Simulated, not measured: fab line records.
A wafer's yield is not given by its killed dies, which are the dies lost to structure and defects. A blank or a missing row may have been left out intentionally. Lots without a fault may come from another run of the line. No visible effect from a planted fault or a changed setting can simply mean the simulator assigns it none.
fab line records	flow sky130
record: lots: 24	wafers: 72	lastDay: 50
route steps=708 shown SD_N@358 LOCAL_INTERCONNECT@399 CONTACT@409 METAL1@453 VIA1@459
lots that met no fault: from a run of the same line without faults
startH: the number of hours between the record's first day and the start of the first shown wafer of the lot	waitH: time in hours since the lot's previous step	" the same as in the row above	L1.1+2: several wafers, shown together as one row	- no value present, or no start provided	* or withheld: withheld	< > ~ a bound
route shown NAME@n: names a module that has steps shown in the file, with the first one's number in the route	usual: average and standard deviation across the fault-free wafers	same: alike in all rows	chamber/n: place in a boat	sites: the reading at each site	_std_site: standard deviation of those values	_edge_site: mean of outer sites minus mean of inner sites	radiusMm: for every site, how far away it sits from the centre of the wafer	mask NAME#n: copy n	behind: tool/chamber where the wafer was last shaped	hold: cause of the lot's hold/its duration in hours/its outcome	device: transistor that didn't switch, given as n, p or np	end of line: the same wafers' tests at the end of the route	a step given without rows: its recipe and nothing more	killed: dies lost to structure and defects at the first sort, not the wafer's yield	map: a wafer's dies, x killed, . not, _ none there
set.NAME: the run value of the setting; set.NAME@STEP: its run value at that earlier step	model.NAME: the simulator's own value behind a step, which no gauge read
a sample of lots followed through the steps of the route, with each step as a table and each wafer as a row
services: a tool's chamber out of use, with start hour (startH, from the record's first day; less than 0 if before it), hours out, and reason
== steps ==
step: SKY_SD_N_RS_MEAS_16
recipe: thkMeasGauge: four-point-probe
usual: SD_N_RS: 68.52/0.13
lot.wafer	tool	chamber	startH	waitH	SD_N_RS[ohm/sq]
L074.2	filmMetro-01	-	649.48	0.1	68.37
L074.3	"	-	"	"	68.47
L074.6	"	-	"	"	68.58
L075.1	filmMetro-03	-	660.37	0.1	68.76
L075.2	"	-	"	"	68.68
L075.5	"	-	"	"	68.67
L076.1	filmMetro-01	-	679.35	0.1	68.65
L076.2	"	-	"	"	68.52
L076.6	"	-	"	"	68.51
L077.1	filmMetro-01	-	684.07	0.1	68.80
L077.4	"	-	"	"	68.70
L077.5	"	-	"	"	68.68
L078.2	filmMetro-01	-	688.13	0.1	68.66
L078.5	"	-	"	"	68.40
L078.6	"	-	"	"	68.53
L079.3	filmMetro-01	-	695.86	0.1	68.36
L079.4	"	-	"	"	68.46
L079.6	"	-	"	"	68.29
L080.1	filmMetro-03	-	705.17	0.1	68.38
L080.5	"	-	"	"	68.65
L080.6	"	-	"	"	68.54
L081.1	filmMetro-01	-	708.82	0.1	68.47
L081.4	"	-	"	"	68.50
L081.6	"	-	"	"	68.40
L083.1	filmMetro-01	-	729.86	0.1	68.64
L083.2	"	-	"	"	68.53
L083.6	"	-	"	"	68.62
L082.2	filmMetro-04	-	730.98	0.1	68.42
L082.3	"	-	"	"	68.38
L082.5	"	-	"	"	68.43
L084.3	filmMetro-01	-	738.90	0.1	68.51
L084.5	"	-	"	"	68.53
L084.6	"	-	"	"	68.60
L085.2	filmMetro-01	-	747.38	0.1	68.61
L085.4	"	-	"	"	68.55
L085.5	"	-	"	"	68.57
L086.3	filmMetro-03	-	765.84	0.1	68.66
L086.4	"	-	"	"	68.72
L086.6	"	-	"	"	68.67
L087.2	filmMetro-01	-	767.74	0.1	68.39
L087.3	"	-	"	"	68.47
L087.6	"	-	"	"	68.39
L088.1	filmMetro-03	-	769.45	0.1	68.71
L088.2	"	-	"	"	68.76
L088.5	"	-	"	"	68.54
L089.1	filmMetro-01	-	771.72	0.1	68.29
L089.4	"	-	"	"	68.49
L089.6	"	-	"	"	68.50
L090.4	filmMetro-04	-	785.27	0.1	68.36
L090.5	"	-	"	"	68.35
L090.6	"	-	"	"	68.29
L091.2	filmMetro-03	-	786.13	0.1	68.53
L091.5	"	-	"	"	68.46
L091.6	"	-	"	"	68.57
L092.3	filmMetro-04	-	790.44	0.1	68.39
L092.4	"	-	"	"	68.48
L092.5	"	-	"	"	68.56
L093.2	filmMetro-01	-	805.93	0.1	68.66
L093.4	"	-	"	"	68.58
L093.6	"	-	"	"	68.50
L094.2	filmMetro-01	-	812.89	0.1	68.69
L094.5	"	-	"	"	68.58
L094.6	"	-	"	"	68.57
L095.1	filmMetro-01	-	824.86	0.1	68.36
L095.4	"	-	"	"	68.40
L095.5	"	-	"	"	68.40
L096.3	filmMetro-01	-	830.40	0.1	68.54
L096.4	"	-	"	"	68.53
L096.6	"	-	"	"	68.28
L097.1	filmMetro-03	-	834.05	0.1	68.65
L097.4	"	-	"	"	68.59
L097.5	"	-	"	"	68.56
step: SKY_LOCAL_INTERCONNECT_OVL_MEAS_12
usual: LOCAL_INTERCONNECT_OVL: 1/5.6
lot.wafer	tool	chamber	startH	waitH	LOCAL_INTERCONNECT_OVL[nm]
L074.2	overlay-01	-	709.02	0.1	7
L074.3	"	-	"	"	7
L074.6	"	-	"	"	8
L075.1	overlay-02	-	719.28	0.1	9
L075.2	"	-	"	"	4
L075.5	"	-	"	"	9
L076.1	overlay-02	-	737.14	0.1	4
L076.2	"	-	"	"	2
L076.6	"	-	"	"	2
L077.1	overlay-01	-	743.48	0.1	-1
L077.4	"	-	"	"	-1
L077.5	"	-	"	"	-4
L078.2	overlay-02	-	746.52	0.1	5
L078.5	"	-	"	"	3
L078.6	"	-	"	"	2
L079.3	overlay-02	-	754.10	0.1	-2
L079.4	"	-	"	"	-4
L079.6	"	-	"	"	-6
L080.1	overlay-02	-	763.23	0.1	-4
L080.5	"	-	"	"	-2
L080.6	"	-	"	"	0
L081.1	overlay-01	-	766.23	0.1	4
L081.4	"	-	"	"	7
L081.6	"	-	"	"	6
L083.1	overlay-01	-	787.38	0.1	7
L083.2	"	-	"	"	12
L083.6	"	-	"	"	5
L082.2	overlay-01	-	787.87	0.1	-10
L082.3	"	-	"	"	-5
L082.5	"	-	"	"	-5
L084.3	overlay-02	-	795.45	0.1	-2
L084.5	"	-	"	"	0
L084.6	"	-	"	"	1
L085.2	overlay-02	-	803.84	0.1	-9
L085.4	"	-	"	"	-5
L085.5	"	-	"	"	-6
L086.3	overlay-02	-	822.72	0.1	-5
L086.4	"	-	"	"	-3
L086.6	"	-	"	"	-3
L087.2	overlay-01	-	824.49	0.1	-1
L087.3	"	-	"	"	0
L087.6	"	-	"	"	-4
L088.1	overlay-01	-	825.66	0.1	-3
L088.2	"	-	"	"	-10
L088.5	"	-	"	"	0
L089.1	overlay-01	-	827.78	0.1	-6
L089.4	"	-	"	"	1
L089.6	"	-	"	"	-6
L090.4	overlay-02	-	841.50	0.1	3
L090.5	"	-	"	"	11
L090.6	"	-	"	"	4
L091.2	overlay-01	-	842.84	0.1	-2
L091.5	"	-	"	"	-5
L091.6	"	-	"	"	-1
L092.3	overlay-02	-	846.42	0.1	4
L092.4	"	-	"	"	6
L092.5	"	-	"	"	1
L093.2	overlay-01	-	860.80	0.1	6
L093.4	"	-	"	"	7
L093.6	"	-	"	"	4
L094.2	overlay-02	-	867.50	0.1	3
L094.5	"	-	"	"	5
L094.6	"	-	"	"	4
L095.1	overlay-01	-	880.34	0.1	14
L095.4	"	-	"	"	8
L095.5	"	-	"	"	6
L096.3	overlay-01	-	886.05	0.1	-2
L096.4	"	-	"	"	-3
L096.6	"	-	"	"	-2
L097.1	overlay-02	-	888.94	0.1	1
L097.4	"	-	"	"	0
L097.5	"	-	"	"	5
step: SKY_CONTACT_THK_MEAS_03
recipe: reads: SiO2_of_CONTACT_HDPCVD_02
usual: CONTACT_HDPCVD_THK: 565/5.5
lot.wafer	tool	chamber	startH	waitH	CONTACT_HDPCVD_THK[nm]
L074.2	filmMetro-01	-	710.05	0.0	561
L074.3	"	-	"	"	561
L074.6	"	-	"	"	564
L075.1	filmMetro-02	-	720.29	0.1	556
L075.2	"	-	"	"	561
L075.5	"	-	"	"	559
L076.1	filmMetro-02	-	738.11	0.1	562
L076.2	"	-	"	"	567
L076.6	"	-	"	"	573
L077.1	filmMetro-01	-	744.43	0.0	571
L077.4	"	-	"	"	572
L077.5	"	-	"	"	559
L078.2	filmMetro-04	-	747.43	0.0	548
L078.5	"	-	"	"	554
L078.6	"	-	"	"	556
L079.3	filmMetro-02	-	755.05	0.1	565
L079.4	"	-	"	"	567
L079.6	"	-	"	"	569
L080.1	filmMetro-04	-	764.14	0.0	564
L080.5	"	-	"	"	571
L080.6	"	-	"	"	567
L081.1	filmMetro-04	-	767.25	0.0	568
L081.4	"	-	"	"	561
L081.6	"	-	"	"	560
L083.1	filmMetro-02	-	788.36	0.0	569
L083.2	"	-	"	"	561
L083.6	"	-	"	"	561
L082.2	filmMetro-01	-	788.94	0.0	562
L082.3	"	-	"	"	566
L082.5	"	-	"	"	567
L084.3	filmMetro-02	-	796.36	0.1	571
L084.5	"	-	"	"	578
L084.6	"	-	"	"	569
L085.2	filmMetro-04	-	804.75	0.0	563
L085.4	"	-	"	"	566
L085.5	"	-	"	"	562
L086.3	filmMetro-01	-	823.70	0.1	568
L086.4	"	-	"	"	567
L086.6	"	-	"	"	565
L087.2	filmMetro-02	-	825.40	0.0	573
L087.3	"	-	"	"	571
L087.6	"	-	"	"	566
L088.1	filmMetro-04	-	826.57	0.0	572
L088.2	"	-	"	"	575
L088.5	"	-	"	"	575
L089.1	filmMetro-01	-	828.69	0.0	563
L089.4	"	-	"	"	563
L089.6	"	-	"	"	560
L090.4	filmMetro-04	-	842.47	0.0	570
L090.5	"	-	"	"	567
L090.6	"	-	"	"	565
L091.2	filmMetro-02	-	843.79	0.0	557
L091.5	"	-	"	"	555
L091.6	"	-	"	"	557
L092.3	filmMetro-02	-	847.34	0.1	560
L092.4	"	-	"	"	564
L092.5	"	-	"	"	560
L093.2	filmMetro-04	-	861.80	0.0	571
L093.4	"	-	"	"	567
L093.6	"	-	"	"	569
L094.2	filmMetro-02	-	868.44	0.1	559
L094.5	"	-	"	"	555
L094.6	"	-	"	"	560
L095.1	filmMetro-02	-	881.25	0.0	563
L095.4	"	-	"	"	570
L095.5	"	-	"	"	563
L096.3	filmMetro-01	-	886.96	0.1	564
L096.4	"	-	"	"	560
L096.6	"	-	"	"	561
L097.1	filmMetro-01	-	889.84	0.0	570
L097.4	"	-	"	"	557
L097.5	"	-	"	"	566
step: SKY_CONTACT_THK_MEAS_26
recipe: thkMeasGauge: xrf	reads: W_of_CONTACT_CVD_24
usual: CONTACT_W_THK: 331/6
lot.wafer	tool	chamber	startH	waitH	CONTACT_W_THK[nm]
L074.2	filmMetro-02	-	739.50	0.1	329
L074.3	"	-	"	"	325
L074.6	"	-	"	"	325
L075.1	filmMetro-02	-	750.30	0.1	324
L075.2	"	-	"	"	321
L075.5	"	-	"	"	322
L076.1	filmMetro-02	-	766.84	0.1	322
L076.2	"	-	"	"	323
L076.6	"	-	"	"	326
L077.1	filmMetro-01	-	773.24	0.1	323
L077.4	"	-	"	"	321
L077.5	"	-	"	"	329
L078.2	filmMetro-04	-	775.98	0.1	337
L078.5	"	-	"	"	331
L078.6	"	-	"	"	332
L079.3	filmMetro-01	-	783.03	0.1	333
L079.4	"	-	"	"	336
L079.6	"	-	"	"	336
L080.1	filmMetro-04	-	792.77	0.1	339
L080.5	"	-	"	"	344
L080.6	"	-	"	"	337
L081.1	filmMetro-04	-	795.76	0.1	341
L081.4	"	-	"	"	343
L081.6	"	-	"	"	338
L083.1	filmMetro-01	-	816.60	0.1	337
L083.2	"	-	"	"	334
L083.6	"	-	"	"	335
L082.2	filmMetro-04	-	817.51	0.1	331
L082.3	"	-	"	"	331
L082.5	"	-	"	"	329
L084.3	filmMetro-02	-	825.08	0.1	326
L084.5	"	-	"	"	329
L084.6	"	-	"	"	329
L085.2	filmMetro-02	-	832.49	0.1	335
L085.4	"	-	"	"	332
L085.5	"	-	"	"	332
L086.3	filmMetro-04	-	851.67	0.1	334
L086.4	"	-	"	"	339
L086.6	"	-	"	"	339
L087.2	filmMetro-04	-	853.12	0.1	338
L087.3	"	-	"	"	339
L087.6	"	-	"	"	336
L088.1	filmMetro-02	-	854.61	0.1	320
L088.2	"	-	"	"	319
L088.5	"	-	"	"	320
L089.1	filmMetro-04	-	857.19	0.1	342
L089.4	"	-	"	"	335
L089.6	"	-	"	"	336
L090.4	filmMetro-01	-	870.33	0.1	322
L090.5	"	-	"	"	319
L090.6	"	-	"	"	329
L091.2	filmMetro-02	-	871.81	0.1	330
L091.5	"	-	"	"	330
L091.6	"	-	"	"	330
L092.3	filmMetro-04	-	875.06	0.1	329
L092.4	"	-	"	"	334
L092.5	"	-	"	"	338
L093.2	filmMetro-04	-	889.35	0.1	331
L093.4	"	-	"	"	329
L093.6	"	-	"	"	330
L094.2	filmMetro-02	-	896.56	0.1	318
L094.5	"	-	"	"	322
L094.6	"	-	"	"	322
L095.1	filmMetro-01	-	909.10	0.1	329
L095.4	"	-	"	"	329
L095.5	"	-	"	"	333
L096.3	filmMetro-01	-	914.57	0.1	334
L096.4	"	-	"	"	334
L096.6	"	-	"	"	335
L097.1	filmMetro-01	-	916.79	0.1	334
L097.4	"	-	"	"	333
L097.5	"	-	"	"	332
step: SKY_METAL1_METAL_ETCH_19
recipe: targetDepthA: 3600	stopOn: SiO2	overEtchFrac: 0.3	timeS: 78	chemistry: Cl2/BCl3	resistSidewallDeg: 88	pressureMtorr: 10	icpW: 900	biasW: 48.5	Cl2_flow_sccm: 60	bcl3FlowSccm: 30
usual: drypumpMotorCurrentA: 5.9/0.63	heBacksideLeakSccm: 3.20/0.23	oesProductAu: 0.854/0.0055	throttleValvePct: 22.264/0.0088
lot.wafer	tool	chamber	startH	waitH	drypumpMotorCurrentA	heBacksideLeakSccm	oesProductAu	rfHoursCounterH	throttleValvePct
L074.2	rieMetal-01	0	767.32	0.0	6.3	3.32	0.858	5	22.253
L074.3	"	1	"	"	5.4	3.26	0.857	-	22.279
L074.6	"	1	"	"	5.4	3.07	0.871	-	22.263
L075.1	rieMetal-01	0	778.32	0.0	6.3	3.48	0.852	6	22.265
L075.2	"	1	"	"	5.4	2.91	0.851	16	22.274
L075.5	"	0	"	"	6.4	3.18	0.859	-	22.261
L076.1	rieMetal-01	1	794.98	0.0	5.4	3.14	0.858	16	22.255
L076.2	"	0	"	"	6.4	3.34	0.859	6	22.262
L076.6	"	0	"	"	6.4	3.26	0.843	-	22.248
L077.1	rieMetal-01	1	800.98	0.0	5.3	3.12	0.842	17	22.280
L077.4	"	0	"	"	6.4	3.47	0.854	-	22.264
L077.5	"	1	"	"	5.4	2.88	0.850	-	22.257
L078.2	rieMetal-03	1	803.62	0.0	6.7	3.44	0.853	8	22.267
L078.5	"	1	"	"	6.8	3.25	0.860	-	22.264
L078.6	"	0	"	"	5.1	3.00	0.845	-	22.249
L079.3	rieMetal-04	1	810.30	0.1	5.7	3.22	0.857	-	22.269
L079.4	"	0	"	"	6.5	3.25	0.857	-	22.253
L079.6	"	1	"	"	5.7	3.01	0.853	-	22.258
L080.1	rieMetal-04	0	820.92	0.0	6.4	3.11	0.849	4	22.285
L080.5	"	0	"	"	6.4	3.17	0.858	-	22.258
L080.6	"	1	"	"	5.7	3.02	0.857	-	22.253
L081.1	rieMetal-03	0	823.67	0.0	5.1	3.01	0.858	12	22.266
L081.4	"	1	"	"	6.7	3.43	0.863	-	22.263
L081.6	"	0	"	"	5.1	3.21	0.863	-	22.255
L083.1	rieMetal-03	0	844.52	0.0	5.1	3.20	0.860	13	22.267
L083.2	"	1	"	"	6.7	3.15	0.858	9	22.267
L083.6	"	0	"	"	5.1	3.28	0.862	-	22.273
L082.2	rieMetal-01	0	845.03	0.0	6.4	3.29	0.855	8	22.269
L082.3	"	0	"	"	6.4	3.38	0.861	-	22.254
L082.5	"	1	"	"	5.4	3.37	0.860	-	22.262
L084.3	rieMetal-03	1	852.66	0.1	6.7	3.36	0.852	-	22.256
L084.5	"	1	"	"	6.7	3.01	0.861	-	22.255
L084.6	"	0	"	"	5.1	3.13	0.855	-	22.260
L085.2	rieMetal-03	1	859.37	0.0	6.8	3.09	0.848	10	22.256
L085.4	"	1	"	"	6.7	3.01	0.851	-	22.262
L085.5	"	0	"	"	5.1	3.15	0.850	-	22.258
L086.3	rieMetal-03	0	878.26	0.1	5.1	2.94	0.854	-	22.269
L086.4	"	1	"	"	6.8	3.02	0.849	-	22.273
L086.6	"	0	"	"	5.1	3.16	0.855	-	22.262
L087.2	rieMetal-04	0	880.33	0.0	6.4	3.20	0.860	6	22.258
L087.3	"	0	"	"	6.4	3.06	0.852	-	22.271
L087.6	"	1	"	"	5.8	3.09	0.855	-	22.275
L088.1	rieMetal-01	1	881.72	0.0	5.4	3.47	0.851	2	22.290
L088.2	"	0	"	"	6.4	3.30	0.851	9	22.250
L088.5	"	1	"	"	5.4	3.20	0.861	-	22.251
L089.1	rieMetal-03	1	884.42	0.0	6.7	3.56	0.856	11	22.259
L089.4	"	1	"	"	6.8	3.45	0.859	-	22.261
L089.6	"	1	"	"	6.7	3.59	0.854	-	22.268
L090.4	rieMetal-03	1	897.41	0.1	6.7	3.17	0.856	-	22.270
L090.5	"	1	"	"	6.7	3.15	0.852	-	22.272
L090.6	"	0	"	"	5.1	2.99	0.855	-	22.252
L091.2	rieMetal-04	0	899.02	0.0	6.4	3.10	0.850	7	22.262
L091.5	"	1	"	"	5.8	3.07	0.854	-	22.262
L091.6	"	0	"	"	6.4	3.09	0.865	-	22.261
L092.3	rieMetal-04	1	901.65	0.1	5.8	3.22	0.853	-	22.253
L092.4	"	0	"	"	6.4	3.18	0.854	-	22.253
L092.5	"	1	"	"	5.7	3.01	0.854	-	22.263
L093.2	rieMetal-01	0	915.52	0.0	6.4	3.33	0.855	11	22.256
L093.4	"	1	"	"	5.4	3.03	0.861	-	22.268
L093.6	"	0	"	"	6.3	3.38	0.859	-	22.258
L094.2	rieMetal-01	0	921.67	0.0	6.4	3.48	0.848	11	22.266
L094.5	"	1	"	"	5.4	3.07	0.855	-	22.266
L094.6	"	0	"	"	6.4	3.22	0.854	-	22.251
L095.1	rieMetal-03	0	934.43	0.0	5.1	2.97	0.858	17	22.270
L095.4	"	0	"	"	5.1	2.84	0.867	-	22.257
L095.5	"	0	"	"	5.1	5.18	0.859	-	22.256
L096.3	rieMetal-01	0	939.85	0.1	6.4	3.26	0.850	-	22.293
L096.4	"	1	"	"	5.3	3.07	0.854	-	22.270
L096.6	"	0	"	"	6.4	3.40	0.851	-	22.277
L097.1	rieMetal-03	0	943.07	0.0	5.1	3.20	0.859	18	22.268
L097.4	"	1	"	"	6.7	3.00	0.851	-	22.259
L097.5	"	0	"	"	5.1	3.01	0.848	-	22.246
step: SKY_VIA1_THK_MEAS_01
recipe: reads: SiO2_of_VIA1_HDPCVD_00
usual: VIA1_HDPCVD_THK: 1032/10
lot.wafer	tool	chamber	startH	waitH	VIA1_HDPCVD_THK[nm]
L074.2	filmMetro-04	-	768.12	0.1	1036
L074.3	"	-	"	"	1045
L074.6	"	-	"	"	1049
L075.1	filmMetro-01	-	779.20	0.1	1035
L075.2	"	-	"	"	1032
L075.5	"	-	"	"	1021
L076.1	filmMetro-03	-	795.80	0.1	1039
L076.2	"	-	"	"	1037
L076.6	"	-	"	"	1038
L077.1	filmMetro-03	-	801.78	0.1	1018
L077.4	"	-	"	"	1003
L077.5	"	-	"	"	1016
L078.2	filmMetro-01	-	804.42	0.1	1031
L078.5	"	-	"	"	1017
L078.6	"	-	"	"	1033
L079.3	filmMetro-01	-	811.08	0.1	1025
L079.4	"	-	"	"	1025
L079.6	"	-	"	"	1020
L080.1	filmMetro-03	-	821.71	0.1	1021
L080.5	"	-	"	"	1027
L080.6	"	-	"	"	1027
L081.1	filmMetro-01	-	824.46	0.1	1033
L081.4	"	-	"	"	1023
L081.6	"	-	"	"	1029
L083.1	filmMetro-01	-	845.31	0.1	1034
L083.2	"	-	"	"	1041
L083.6	"	-	"	"	1047
L082.2	filmMetro-03	-	845.84	0.1	1046
L082.3	"	-	"	"	1047
L082.5	"	-	"	"	1056
L084.3	filmMetro-01	-	853.53	0.1	1025
L084.5	"	-	"	"	1031
L084.6	"	-	"	"	1043
L085.2	filmMetro-01	-	860.27	0.1	1047
L085.4	"	-	"	"	1047
L085.5	"	-	"	"	1030
L086.3	filmMetro-01	-	879.04	0.1	1036
L086.4	"	-	"	"	1041
L086.6	"	-	"	"	1029
L087.2	filmMetro-04	-	881.13	0.1	1033
L087.3	"	-	"	"	1021
L087.6	"	-	"	"	1009
L088.1	filmMetro-04	-	882.51	0.1	1041
L088.2	"	-	"	"	1035
L088.5	"	-	"	"	1056
L089.1	filmMetro-01	-	885.21	0.1	1020
L089.4	"	-	"	"	1039
L089.6	"	-	"	"	1043
L090.4	filmMetro-03	-	898.20	0.0	1032
L090.5	"	-	"	"	1015
L090.6	"	-	"	"	1014
L091.2	filmMetro-04	-	899.82	0.1	1042
L091.5	"	-	"	"	1032
L091.6	"	-	"	"	1019
L092.3	filmMetro-03	-	902.47	0.1	1040
L092.4	"	-	"	"	1030
L092.5	"	-	"	"	1041
L093.2	filmMetro-04	-	916.82	0.1	1029
L093.4	"	-	"	"	1035
L093.6	"	-	"	"	1039
L094.2	filmMetro-03	-	922.51	0.1	1050
L094.5	"	-	"	"	1039
L094.6	"	-	"	"	1046
L095.1	filmMetro-03	-	935.27	0.1	1028
L095.4	"	-	"	"	1033
L095.5	"	-	"	"	1032
L096.3	filmMetro-01	-	940.67	0.1	1041
L096.4	"	-	"	"	1034
L096.6	"	-	"	"	1029
L097.1	filmMetro-04	-	943.87	0.1	1028
L097.4	"	-	"	"	1016
L097.5	"	-	"	"	1025
== services ==
tool	chamber	startH	hours	kind
rieMetal-03	-	744.20	1.4	pm
rieMetal-03	0	757.37	14.0	repair
rieMetal-01	1	806.25	-	clean
rieMetal-01	1	806.25	22.2	scheduledDown
rieMetal-01	1	806.25	22.2	ventCycle
rieMetal-01	0	818.11	8.5	repair
rieMetal-01	-	875.60	3.3	repair
== key ==
fault none
